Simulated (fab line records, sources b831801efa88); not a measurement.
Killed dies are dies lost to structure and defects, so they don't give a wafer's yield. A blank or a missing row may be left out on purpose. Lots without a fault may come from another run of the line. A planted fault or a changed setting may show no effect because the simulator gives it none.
fab line records | flow sky130
record lots=5 wafers=15 last_day=51
route steps=708 shown METAL3@556 PAD_OPEN@708
lots that met no fault: from a run of the same line without faults
start_h: hours from the record's first day to the start of the lot's first wafer shown | wait_h: hours since the lot's step before | " the same as in the row above | L1.1+2: a row that stands for several wafers | - no value, or no start given | * or withheld: withheld | < > ~ a bound
route shown NAME@n: a module of which the file shows steps, and the number in the route of the first | usual: mean/standard deviation of fault-free wafers | same: alike in all rows | chamber/n: place in a boat | sites: the reading at each site | _std_site: their standard deviation | _edge_site: outer sites' mean less inner sites' | radius_mm: how far each site lies from the wafer's centre | mask NAME#n: copy n | behind: the tool/chamber that last shaped the wafer | hold: why the lot was held/for how many hours/how that ended | device: the transistor (n, p or np) that didn't switch | end of line: the same wafers' tests at the end of the route | a step without rows: its recipe alone | killed: dies lost to structure and defects at the first sort, not the wafer's yield | map: a wafer's dies, x killed, . not, _ none there
set.NAME: the setting as run; set.NAME@STEP: as run at that earlier step | model.NAME: the simulator's own value behind a step, which no gauge read
lots at some steps of the route; a table a step, a row a wafer
services: from which hour (start_h, from the record's first day; less than 0 if before it) a tool's chamber was out of use, for how many hours, and why
## steps
# step SKY_METAL3_HMDS_06
# recipe prime_time_s=60 prime_temp_c=120
# step SKY_METAL3_COAT_07
# recipe resist=BARC temp_c=withheld time_s=withheld spin_rpm=3000 resist_thk_nm=60
# step SKY_METAL3_COAT_08
# recipe resist=KrF-thick spin_rpm=3000 resist_thk_nm=1140
# step SKY_METAL3_SOFTBAKE_09
# recipe temp_c=100 time_s=90 resist=KrF-thick
# step SKY_METAL3_EXPOSE_10
# recipe mask_id=MM3 na=0.68 source_shape=annular sigma_inner=0.4 sigma_outer=0.8 target_cd_nm=300 dose_mj=28
# step SKY_METAL3_PEB_11
# recipe peb_temp_c=withheld peb_time_s=withheld resist=KrF-thick
# step SKY_METAL3_DEVELOP_12
# recipe develop_time_s=60 resist=KrF-thick dev_temp_c=21
# step SKY_METAL3_CD_MEAS_13
# recipe target_cd_nm=300
# usual cd_nm=300.0/1.6
# columns lot.wafer tool chamber start_h wait_h cd_nm
L943.2 cd_sem-02 - 923.58 - 298.2
L943.5 " - " " 297.5
L943.6 " - " " 298.3
L950.4 cd_sem-02 - 971.18 - 300.6
L950.5 " - " " 300.8
L950.6 " - " " 300.2
L959.1 cd_sem-02 - 1033.96 - 300.0
L959.2 " - " " 299.5
L959.6 " - " " 299.3
L963.1 cd_sem-02 - 1059.77 - 300.1
L963.5 " - " " 300.6
L963.6 " - " " 300.9
L966.2 cd_sem-02 - 1077.78 - 301.6
L966.5 " - " " 301.1
L966.6 " - " " 302.5
# step SKY_METAL3_OVL_MEAS_14
# usual METAL3_OVL=1/6
# columns lot.wafer tool chamber start_h wait_h METAL3_OVL[nm]
L943.2 overlay-01 - 923.69 0.1 2
L943.5 " - " " 5
L943.6 " - " " 10
L950.4 overlay-01 - 971.26 0.1 8
L950.5 " - " " 16
L950.6 " - " " 9
L959.1 overlay-01 - 1034.08 0.1 -1
L959.2 " - " " 8
L959.6 " - " " 9
L963.1 overlay-01 - 1059.89 0.1 11
L963.5 " - " " 8
L963.6 " - " " 7
L966.2 overlay-01 - 1077.89 0.1 6
L966.5 " - " " 9
L966.6 " - " " 2
# step SKY_METAL3_DESCUM_15
# recipe chemistry=O2 source_power_w=150 bias_power_w=0 pressure_mtorr=10 temp_c=40 time_s=8
# usual drypump_motor_current_A=5.44/0.27 oes_product_au=1.002/0.013
# columns lot.wafer tool chamber start_h wait_h drypump_motor_current_A oes_product_au rf_hours_counter_h
L943.2 rie_metal-01 1 923.72 0.0 5.29 0.983 17
L943.5 " 1 " " 5.27 0.986 -
L943.6 " 0 " " 5.72 0.985 -
L950.4 rie_metal-03 0 971.29 0.0 5.04 0.991 -
L950.5 " 0 " " 5.01 0.999 -
L950.6 " 1 " " 5.64 1.010 -
L959.1 rie_metal-02 1 1034.12 0.0 5.73 1.018 19
L959.2 " 0 " " 5.22 1.014 12
L959.6 " 1 " " 5.71 1.005 -
L963.1 rie_metal-02 0 1059.93 0.0 5.22 1.007 14
L963.5 " 0 " " 5.22 1.012 -
L963.6 " 1 " " 5.71 1.008 -
L966.2 rie_metal-03 1 1077.92 0.0 5.62 1.007 11
L966.5 " 1 " " 5.62 1.024 -
L966.6 " 0 " " 5.04 1.004 -
# step SKY_METAL3_ETCH_16
# recipe chemistry=N2/H2 target=BARC ion_energy_ev=200 bias_w=100 pressure_mtorr=30 n2_flow_sccm=100 h2_flow_sccm=200 icp_w=500 stop_on=SiO2 time_s=88.2 target_depth_a=600
# usual bias_w=100.0/0.31 drypump_motor_current_A=5.44/0.27 oes_product_au=0.627/0.005 throttle_valve_pct=13.205/0.0093
# columns lot.wafer tool chamber start_h wait_h bias_w drypump_motor_current_A oes_product_au rf_hours_counter_h throttle_valve_pct
L943.2 rie_metal-01 1 923.75 0.0 100.3 5.27 0.621 17 13.209
L943.5 " 1 " " 99.9 5.26 0.626 - 13.205
L943.6 " 0 " " 100.0 5.74 0.624 - 13.201
L950.4 rie_metal-03 0 971.34 0.0 100.4 5.06 0.621 - 13.197
L950.5 " 0 " " 100.1 5.06 0.628 - 13.189
L950.6 " 1 " " 100.1 5.62 0.622 - 13.202
L959.1 rie_metal-02 1 1034.15 0.0 100.3 5.72 0.629 19 13.212
L959.2 " 0 " " 99.5 5.22 0.623 12 13.205
L959.6 " 1 " " 100.5 5.72 0.628 - 13.191
L963.1 rie_metal-02 0 1059.96 0.0 100.3 5.25 0.624 14 13.213
L963.5 " 0 " " 100.1 5.24 0.633 - 13.204
L963.6 " 1 " " 100.1 5.74 0.629 - 13.195
L966.2 rie_metal-03 1 1077.95 0.0 100.1 5.63 0.636 11 13.204
L966.5 " 1 " " 100.0 5.58 0.619 - 13.206
L966.6 " 0 " " 100.4 5.05 0.620 - 13.206
# step SKY_METAL3_ETCH_17
# recipe target=SiO2 stop_on=TiN chemistry=C4F8/O2/Ar source_w=1500 bias_w=1200 pressure_mtorr=40 c4f8_flow_sccm=withheld O2_flow_sccm=6 Ar_flow_sccm=300 time_s=3.9 target_depth_a=150
# usual bias_w=1200/3.5 oes_product_au=0.755/0.0077
# columns lot.wafer tool chamber start_h wait_h bias_w oes_product_au rf_hours_counter_h
L943.2 rie_diel-03 3 923.85 0.1 1202 0.743 9
L943.5 " 3 " " 1202 0.757 -
L943.6 " 0 " " 1198 0.747 -
L950.4 rie_diel-03 2 971.41 0.0 1200 0.746 6
L950.5 " 2 " " 1195 0.746 -
L950.6 " 1 " " 1196 0.752 -
L959.1 rie_diel-03 3 1034.25 0.1 1202 0.747 12
L959.2 " 2 " " 1204 0.756 8
L959.6 " 2 " " 1203 0.750 -
L963.1 rie_diel-04 3 1060.06 0.1 1199 0.746 4
L963.5 " 0 " " 1199 0.749 -
L963.6 " 3 " " 1199 0.747 -
L966.2 rie_diel-04 2 1078.05 0.1 1204 0.745 16
L966.5 " 0 " " 1193 0.753 -
L966.6 " 3 " " 1205 0.764 -
# step SKY_METAL3_METAL_ETCH_18
# recipe target_depth_a=8450 stop_on=SiO2 over_etch_frac=0.3 time_s=183.1 chemistry=Cl2/BCl3 resist_sidewall_deg=88 pressure_mtorr=10 icp_w=900 bias_w=48.5 Cl2_flow_sccm=60 bcl3_flow_sccm=30
# usual bias_w=48.49/0.15 drypump_motor_current_A=5.44/0.28 oes_product_au=0.863/0.0069 throttle_valve_pct=22.264/0.0094
# columns lot.wafer tool chamber start_h wait_h bias_w drypump_motor_current_A oes_product_au rf_hours_counter_h throttle_valve_pct model.KrF-thick_of_METAL3_COAT_08.thk_nm model.SiO2_of_VIA2_HDPCVD_00.thk_nm
L943.2 rie_metal-03 0 923.86 0.0 48.41 5.02 0.851 8 22.261 527.8 465.4
L943.5 " 1 " " 48.45 5.63 0.860 - 22.263 529.4 466.2
L943.6 " 0 " " 48.49 5.03 0.861 - 22.266 533 464.8
L950.4 rie_metal-01 1 971.49 0.1 48.35 5.26 0.869 - 22.273 536.7 465.9
L950.5 " 1 " " 48.39 5.27 0.869 - 22.255 534.4 465
L950.6 " 0 " " 48.23 5.75 0.870 - 22.258 536.5 467.3
L959.1 rie_metal-01 1 1034.27 0.0 37.93 5.28 0.855 0 22.253 586.3 470.2
L959.2 " 0 " " 48.66 5.74 0.863 17 22.264 550.6 464.7
L959.6 " 1 " " 38.12 5.26 0.858 - 22.256 589.4 471.6
L963.1 rie_metal-03 0 1060.08 0.0 48.42 5.04 0.874 17 22.278 523.3 465.8
L963.5 " 1 " " 48.31 5.64 0.874 - 22.262 525.4 464.5
L963.6 " 0 " " 48.19 5.05 0.863 - 22.248 533.6 464.6
L966.2 rie_metal-02 1 1078.07 0.0 48.28 5.72 0.868 22 22.258 509.2 465.8
L966.5 " 1 " " 48.57 5.72 0.867 - 22.276 516.1 465.1
L966.6 " 0 " " 48.73 5.21 0.869 - 22.275 512.1 467.2
# step SKY_METAL3_STRIP_19
# recipe chemistry=O2/N2 power_w=1400 pressure_mtorr=1500 platen_temp_c=withheld o2_flow_sccm=3000 n2_flow_sccm=300 overash_fraction=0.5
# usual drypump_motor_current_A=5.6/0.5 o2_flow_sccm=2999/9 oes_product_au=0.504/0.0065 strip_time_to_endpoint_s=6.58/0.097
# columns lot.wafer tool chamber start_h wait_h drypump_motor_current_A o2_flow_sccm oes_product_au rf_hours_counter_h strip_time_to_endpoint_s
L943.2 plasma_asher-01 0 924.04 0.1 5.3 3005 0.511 106 6.55
L943.5 " 0 " " 5.3 3011 0.505 - 6.55
L943.6 " 1 " " 6.4 3000 0.505 - 6.61
L950.4 plasma_asher-02 0 971.64 0.1 5.2 2984 0.515 - 6.63
L950.5 " 1 " " 5.2 2991 0.507 - 6.60
L950.6 " 0 " " 5.2 2990 0.512 - 6.63
L959.1 plasma_asher-03 0 1034.50 0.2 6.1 3002 0.523 29 7.12
L959.2 " 1 " " 6.0 3011 0.513 29 6.77
L959.6 " 0 " " 6.1 2990 0.523 - 7.16
L963.1 plasma_asher-03 1 1060.26 0.1 6.1 2995 0.505 32 6.49
L963.5 " 1 " " 6.1 2989 0.498 - 6.50
L963.6 " 0 " " 6.1 3001 0.493 - 6.60
L966.2 plasma_asher-01 0 1078.30 0.2 5.2 2987 0.491 1 6.35
L966.5 " 1 " " 6.3 3006 0.490 - 6.41
L966.6 " 0 " " 5.3 2991 0.493 - 6.38
# step SKY_METAL3_STRIP_20
# recipe chemistry=post_etch_residue_remover time_s=1200 temp_c=72.5
# step SKY_PAD_OPEN_PROBE_99
# usual defect_limited_yield=82.5/1.9 killed_at_M0_to_M3=43/6.8 killed_at_M4_up=3.2/2 killed_at_contacts=24/5.3 killed_at_front_end=16/4.4 killed_at_other=0.3/0.54 killed_dies=86/9.4 killed_open=48/6.6 killed_short=38/6.5 sort_bin_3_pad_short=0.8/0.4 sort_bin_5_function=10.4/1.5 sort_bin_6_memory=6.3/1.2 sort_n_pass=406/9.4 sort_yield_pct=82.5/1.9
# same gross_dies=492 killed_at_back_side=0 sort_bin_4_leakage[%]=0 sort_bin_8_speed[%]=0
# columns lot.wafer tool chamber start_h wait_h defect_limited_yield[%] killed_at_M0_to_M3 killed_at_M4_up killed_at_contacts killed_at_front_end killed_at_other killed_dies killed_open killed_short sort_bin_3_pad_short[%] sort_bin_5_function[%] sort_bin_6_memory[%] sort_n_pass sort_yield_pct[%]
L943.2 prober-01 - 1099.83 0.1 79.9 45 9 24 18 3 99 44 55 1.4 13.0 5.7 393 79.9
L943.5 prober-01 - 1099.98 0.2 82.3 42 2 25 18 0 87 51 36 0.4 11.6 5.7 405 82.3
L943.6 prober-01 - 1100.03 0.2 82.1 41 2 31 14 0 88 48 40 0.6 10.4 6.9 404 82.1
L950.4 prober-01 - 1138.35 0.2 85.4 39 5 16 12 0 72 36 36 0.6 9.6 4.5 420 85.4
L950.5 prober-01 - 1138.40 0.2 83.9 39 5 17 18 0 79 44 35 1.0 8.5 6.5 413 83.9
L950.6 prober-01 - 1138.45 0.2 85.6 31 2 22 16 0 71 34 37 0.2 7.5 6.7 421 85.6
L959.1 prober-01 - 1188.45 0.1 81.7 39 3 32 15 1 90 47 43 0.2 10.6 7.5 402 81.7
L959.2 prober-01 - 1188.50 0.1 82.3 46 7 17 16 1 87 55 32 0.6 10.0 7.1 405 82.3
L959.6 prober-01 - 1188.70 0.2 85.2 32 7 21 13 0 73 42 31 0.6 8.1 6.1 419 85.2
L963.1 prober-02 - 1206.53 0.1 85.2 43 0 17 13 0 73 42 31 0.8 8.5 5.5 419 85.2
L963.5 prober-02 - 1206.73 0.2 84.3 45 3 16 13 0 77 49 28 0.8 10.2 4.7 415 84.3
L963.6 prober-02 - 1206.78 0.2 82.7 46 5 23 11 0 85 50 34 1.0 10.6 5.7 407 82.7
# killed by level:class
L943.2 METAL4:geometric_particle:short=8 LI_CONTACT:geometric_particle:open=7 CONTACT:geometric_particle:open=7 VIA1:geometric_particle:open=7 VIA1:geometric_particle:short=7 FIELD_ISO:geometric_particle:short=6 VIA2:geometric_particle:open=6 CONTACT:geometric_particle:short=5
L943.5 VIA1:geometric_particle:open=12 CONTACT:geometric_particle:open=11 CONTACT:geometric_particle:short=6 METAL1:geometric_particle:short=6 METAL2:geometric_particle:short=6 VIA3:geometric_particle:open=6 FIELD_ISO:geometric_particle:short=4 FIELD_ISO:geometric_particle:open=4
L943.6 CONTACT:geometric_particle:open=15 VIA1:geometric_particle:open=10 CONTACT:geometric_particle:short=9 VIA2:geometric_particle:open=8 VIA3:geometric_particle:open=6 VIA3:geometric_particle:short=5 VIA2:geometric_particle:short=5 FIELD_ISO:geometric_particle:open=4
L950.4 VIA1:geometric_particle:open=11 METAL1:geometric_particle:short=7 CONTACT:geometric_particle:open=6 POLY_GATE:geometric_particle:open=4 CONTACT:geometric_particle:short=4 VIA1:geometric_particle:short=4 VIA3:geometric_particle:open=4 POLY_GATE:geometric_particle:short=3
L950.5 VIA1:geometric_particle:open=11 POLY_GATE:geometric_particle:open=6 VIA2:geometric_particle:short=6 METAL2:geometric_particle:short=6 CONTACT:geometric_particle:open=5 VIA3:geometric_particle:open=5 POLY_GATE:geometric_particle:short=4 CONTACT:geometric_particle:short=4
L950.6 POLY_GATE:geometric_particle:short=8 CONTACT:geometric_particle:open=8 LI_CONTACT:geometric_particle:open=7 VIA1:geometric_particle:open=6 METAL2:geometric_particle:short=5 VIA2:geometric_particle:short=4 VIA2:geometric_particle:open=4 METAL3:geometric_particle:short=4
L959.1 LOCAL_INTERCONNECT:geometric_particle:short=10 CONTACT:geometric_particle:open=9 VIA1:geometric_particle:open=8 LI_CONTACT:geometric_particle:open=7 VIA2:geometric_particle:open=7 FIELD_ISO:geometric_particle:short=5 METAL2:geometric_particle:short=5 VIA3:geometric_particle:open=5
L959.2 VIA3:geometric_particle:open=11 VIA1:geometric_particle:open=8 LI_CONTACT:geometric_particle:open=7 VIA2:geometric_particle:open=7 FIELD_ISO:geometric_particle:open=6 VIA1:geometric_particle:short=5 CONTACT:geometric_particle:open=4 METAL1:geometric_particle:short=4
L959.6 VIA1:geometric_particle:open=9 CONTACT:geometric_particle:open=8 CONTACT:geometric_particle:short=7 METAL2:geometric_particle:short=6 FIELD_ISO:geometric_particle:open=5 VIA2:geometric_particle:open=5 METAL4:geometric_particle:short=5 VIA3:geometric_particle:open=4
L963.1 VIA2:geometric_particle:open=10 CONTACT:geometric_particle:open=9 VIA1:geometric_particle:open=9 METAL2:geometric_particle:short=7 POLY_GATE:geometric_particle:short=5 VIA1:geometric_particle:short=5 VIA3:geometric_particle:open=4 VIA3:geometric_particle:short=4
L963.5 VIA1:geometric_particle:open=11 VIA2:geometric_particle:open=7 VIA3:geometric_particle:short=6 FIELD_ISO:geometric_particle:open=5 LI_CONTACT:geometric_particle:open=5 VIA1:geometric_particle:short=5 VIA3:geometric_particle:open=5 CONTACT:geometric_particle:short=4
L963.6 CONTACT:geometric_particle:open=12 VIA1:geometric_particle:open=9 VIA1:geometric_particle:short=7 VIA2:geometric_particle:open=7 METAL2:geometric_particle:short=5 LI_CONTACT:geometric_particle:open=4 VIA2:geometric_particle:short=4 VIA3:geometric_particle:open=4
## services
# columns tool chamber start_h hours kind
plasma_asher-02 - 900.74 1.3 repair
rie_diel-03 1 912.49 - clean
rie_diel-03 1 912.49 29.7 scheduled_down
rie_diel-03 1 912.49 29.7 vent_cycle
rie_diel-04 3 920.42 4.7 repair
rie_diel-04 2 922.62 1.8 repair
rie_diel-03 0 936.03 8.2 repair
rie_diel-04 3 943.15 21.8 repair
rie_diel-03 - 965.00 2.8 pm
rie_diel-04 3 965.27 2.7 repair
rie_metal-03 - 979.62 1.4 pm
plasma_asher-02 - 981.48 2.8 pm
rie_diel-03 1 992.95 4.3 repair
plasma_asher-02 - 1000.12 1.1 repair
rie_metal-01 1 1008.79 - clean
rie_metal-01 1 1008.79 21.6 scheduled_down
rie_metal-01 1 1008.79 21.6 vent_cycle
rie_diel-03 1 1029.67 5.6 repair
rie_metal-02 - 1041.54 0.5 repair
plasma_asher-01 - 1055.25 9.0 pm
plasma_asher-01 0 1055.25 9.0 vent_cycle
plasma_asher-01 1 1055.25 9.0 vent_cycle
plasma_asher-01 0 1064.25 - clean
plasma_asher-01 1 1064.25 - clean
## key
first_sign step=SKY_METAL3_METAL_ETCH_18 reading=bias_w direction=down sigmas=72 usual=48.49 struck=38.03
effect step=SKY_METAL3_STRIP_19 reading=strip_time_to_endpoint_s direction=up sigmas=5.7 usual=* struck=*
model_effect step=SKY_METAL3_METAL_ETCH_18 value=KrF-thick_of_METAL3_COAT_08.thk_nm without=536 struck=587.9
met_at SKY_METAL3_METAL_ETCH_18
struck_wafers L959.1,L959.6
onset_between 971.49 1034.27
earlier_fault kind=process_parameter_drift tool=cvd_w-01 chamber=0 onset_h=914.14 steps=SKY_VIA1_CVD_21 channel=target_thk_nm offset=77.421 shape=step acts_in=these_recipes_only stated=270
fault kind=process_parameter_drift tool=rie_metal-01 chamber=1 onset_h=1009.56 steps=SKY_METAL3_METAL_ETCH_18 channel=bias_w offset=-10.408 shape=step acts_in=these_recipes_only stated=48.5
